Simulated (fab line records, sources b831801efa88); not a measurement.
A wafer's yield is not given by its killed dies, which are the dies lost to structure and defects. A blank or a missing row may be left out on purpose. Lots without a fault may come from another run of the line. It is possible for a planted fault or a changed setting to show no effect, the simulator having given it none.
Which tool was responsible? | flow gf180mcu | 36 wafers from 12 lots sampled at 4 of the route's 602 steps

## WHAT THE GAUGES READ, wafer by wafer
GF_M2_RS_MEAS_05: measures by four-point-probe. Usual: M2_ALCU_RS typically reads 0.0697 ohm/sq, with standard deviation 0.00047.
lot  | measured     | on            | M2_ALCU_RS (ohm/sq)  | flag
L182 | day 18 01:53 | film-metro-02 | 0.0703 0.0703 0.0705 |
L183 | day 18 12:44 | film-metro-04 | 0.0698 0.0692 0.0697 |
L184 | day 18 23:42 | film-metro-02 | 0.0710 0.0707 0.0708 |
L185 | day 19 13:00 | film-metro-02 | 0.0702 0.0694 0.0696 |
L186 | day 19 21:26 | film-metro-02 | 0.0693 0.0700 0.0692 |
L187 | day 20 03:14 | film-metro-04 | 0.0702 0.0699 0.0702 |
L189 | day 20 22:40 | film-metro-04 | 0.0698 0.0692 0.0704 |
L197 | day 23 19:11 | film-metro-03 | 0.0698 0.0696 0.0697 |
L198 | day 24 03:05 | film-metro-04 | 0.0694 0.0694 0.0693 |
L201 | day 25 00:17 | film-metro-02 | 0.0699 0.0690 0.0692 |
L203 | day 25 16:16 | film-metro-02 | 0.0705 0.0701 0.0698 |
L205 | day 26 05:01 | film-metro-03 | 0.0693 0.0700 0.0692 |

## WHICH TOOL RAN EACH LOT (tool, then ch and the chambers of the sampled wafers, then the start)
lot  | GF_V1_ETCH_16                      | GF_V1_CMP_26                  | GF_M2_SPUTTER_03
L182 | rie-diel-04 ch 1,2,3, day 17 23:47 | cmp-02 ch 0,3, day 18 01:25   | pvd-sputter-04, day 18 01:49
L183 | rie-diel-03 ch 2,3, day 18 10:44   | cmp-01 ch 2,3, day 18 12:12   | pvd-sputter-04, day 18 12:37
L184 | rie-diel-03 ch 0,2,3, day 18 21:59 | cmp-01 ch 0,2,3, day 18 23:16 | pvd-sputter-03, day 18 23:37
L185 | rie-diel-02 ch 1,2,3, day 19 10:44 | cmp-02 ch 0,2,3, day 19 12:29 | pvd-sputter-04, day 19 12:56
L186 | rie-diel-02 ch 1,2,3, day 19 19:47 | cmp-01 ch 0,1,2, day 19 21:02 | pvd-sputter-03, day 19 21:20
L187 | rie-diel-02 ch 2,3, day 20 01:37   | cmp-02 ch 1,3, day 20 02:41   | pvd-sputter-02, day 20 03:09
L189 | rie-diel-04 ch 0,1,2, day 20 21:00 | cmp-02 ch 0,3, day 20 22:05   | pvd-sputter-02, day 20 22:33
L197 | rie-diel-03 ch 0,1,2, day 23 17:37 | cmp-02 ch 0,2,3, day 23 18:40 | pvd-sputter-03, day 23 19:07
L198 | rie-diel-02 ch 1,2, day 24 01:10   | cmp-02 ch 2,3, day 24 02:33   | pvd-sputter-02, day 24 03:01
L201 | rie-diel-03 ch 0,1, day 24 22:38   | cmp-02 ch 0,3, day 24 23:47   | pvd-sputter-04, day 25 00:11
L203 | rie-diel-04 ch 0,2,3, day 25 14:42 | cmp-02 ch 1,2,3, day 25 15:45 | pvd-sputter-02, day 25 16:13
L205 | rie-diel-03 ch 2,3, day 26 03:26   | cmp-01 ch 0,2,3, day 26 04:35 | pvd-sputter-04, day 26 04:58
- GF_V1_ETCH_16: etches BARC in N2/H2.
- GF_V1_CMP_26: polishes, stops on SiO2, t overpolish 15 s, target thk 0 nm.
- GF_M2_SPUTTER_03: material Ti, target thk 10 nm, time 6.7 s.

## AS READ BY THE TOOLS THEMSELVES (means over the sampled wafers that have a number; for cases with no such wafer, the mark the record gives instead)
GF_V1_ETCH_16. Usual: drypump-motor-current-A 5.6 A, standard deviation 0.32; oes-product-au 0.854 a.u., standard deviation 0.0046; throttle-valve-pct 13.224 %, standard deviation 0.0086.
lot  | tool        | drypump-motor-current-A (A) | oes-product-au (a.u.) | throttle-valve-pct (%) | flag
L182 | rie-diel-04 | 5.8                         | 0.850                 | 13.218                 |
L183 | rie-diel-03 | 5.6                         | 0.852                 | 13.233                 |
L184 | rie-diel-03 | 5.7                         | 0.856                 | 13.228                 |
L185 | rie-diel-02 | 5.7                         | 0.853                 | 13.222                 |
L186 | rie-diel-02 | 5.7                         | 0.855                 | 13.229                 |
L187 | rie-diel-02 | 5.5                         | 0.859                 | 13.220                 |
L189 | rie-diel-04 | 5.9                         | 0.854                 | 13.224                 |
L197 | rie-diel-03 | 5.4                         | 0.852                 | 13.228                 |
L198 | rie-diel-02 | 5.9                         | 0.855                 | 13.225                 |
L201 | rie-diel-03 | 5.5                         | 0.849                 | 13.215                 |
L203 | rie-diel-04 | 5.5                         | 0.850                 | 13.225                 |
L205 | rie-diel-03 | 5.5                         | 0.853                 | 13.222                 |

GF_V1_CMP_26. Usual: motor-current-A 11.3 A, standard deviation 1.7; overpolish-run-s 14.999 s, standard deviation 0.0087; time-to-endpoint-s 85.1 s, standard deviation 2.8.
lot  | tool   | motor-current-A (A) | overpolish-run-s (s) | time-to-endpoint-s (s) | flag
L182 | cmp-02 | 10.9                | 15.005               | 82.2                   |
L183 | cmp-01 | 10.3                | 14.990               | 85.3                   |
L184 | cmp-01 | 10.5                | 14.994               | 84.1                   |
L185 | cmp-02 | 11.0                | 14.996               | 85.8                   |
L186 | cmp-01 | 10.1                | 15.000               | 88.2                   |
L187 | cmp-02 | 13.4                | 15.004               | 85.4                   |
L189 | cmp-02 | 10.5                | 15.002               | 85.5                   |
L197 | cmp-02 | 11.3                | 15.005               | 85.6                   |
L198 | cmp-02 | 11.8                | 14.987               | 85.5                   |
L201 | cmp-02 | 11.5                | 14.997               | 89.3                   |
L203 | cmp-02 | 12.7                | 14.998               | 84.5                   |
L205 | cmp-01 | 10.0                | 14.999               | 81.5                   |

GF_M2_SPUTTER_03. Usual: cathode-dc-power-W 3000.1 W, standard deviation 0.51; throttle-valve-pct 30.0 %, standard deviation 1.
lot  | tool           | cathode-dc-power-W (W) | throttle-valve-pct (%) | flag
L182 | pvd-sputter-04 | 2999.7                 | 30.8                   |
L183 | pvd-sputter-04 | 3000.3                 | 30.6                   |
L184 | pvd-sputter-03 | 2999.6                 | 29.2                   |
L185 | pvd-sputter-04 | 3000.2                 | 30.6                   |
L186 | pvd-sputter-03 | 3000.1                 | 29.7                   |
L187 | pvd-sputter-02 | 3000.4                 | 29.8                   |
L189 | pvd-sputter-02 | 3000.7                 | 29.8                   |
L197 | pvd-sputter-03 | 3174.0                 | 29.9                   | OFF
L198 | pvd-sputter-02 | 2999.8                 | 29.3                   |
L201 | pvd-sputter-04 | 3000.2                 | 30.5                   |
L203 | pvd-sputter-02 | 3000.3                 | 30.4                   |
L205 | pvd-sputter-04 | 2999.8                 | 30.8                   |

## THE ANSWER, worked out from the rows above alone
Rule: lot off if the mean of its wafers having a number is beyond 3 standard deviations from the usual mean. Also off: a lot with no number at a reading for which 4 or more lots have one. All remaining lots with rows at the step are treated as sound. First the gauges in route order, then the tools' own readings, where a lot's mean is used as printed above. At the first step where some lot is off, the reading lying furthest off is the one used; lots without a number count as furthest.
Off at GF_M2_SPUTTER_03 (cathode-dc-power-W): L197.
A tool fits if, at that step or a process step before it, it ran every lot that is off, and no sound lot after the first of them. One fits: GF_M2_SPUTTER_03 on pvd-sputter-03. A fault onset in the window from L186 (day 19 21:20, its last sound lot) to L197 (day 23 19:07, its first lot off) fits.
On the lots that are off, the tool's own readings at GF_M2_SPUTTER_03 differ by more than 5 times the standard deviation of the sound lots' means, which bears it out; cathode-dc-power-W reads 3174.0 W there versus 3000.1 W on the sound lots.

## WHAT THE SIMULATOR HAD INSERTED
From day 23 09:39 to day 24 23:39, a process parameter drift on pvd-sputter-03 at GF_M2_SPUTTER_03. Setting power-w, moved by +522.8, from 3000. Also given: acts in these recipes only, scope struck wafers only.
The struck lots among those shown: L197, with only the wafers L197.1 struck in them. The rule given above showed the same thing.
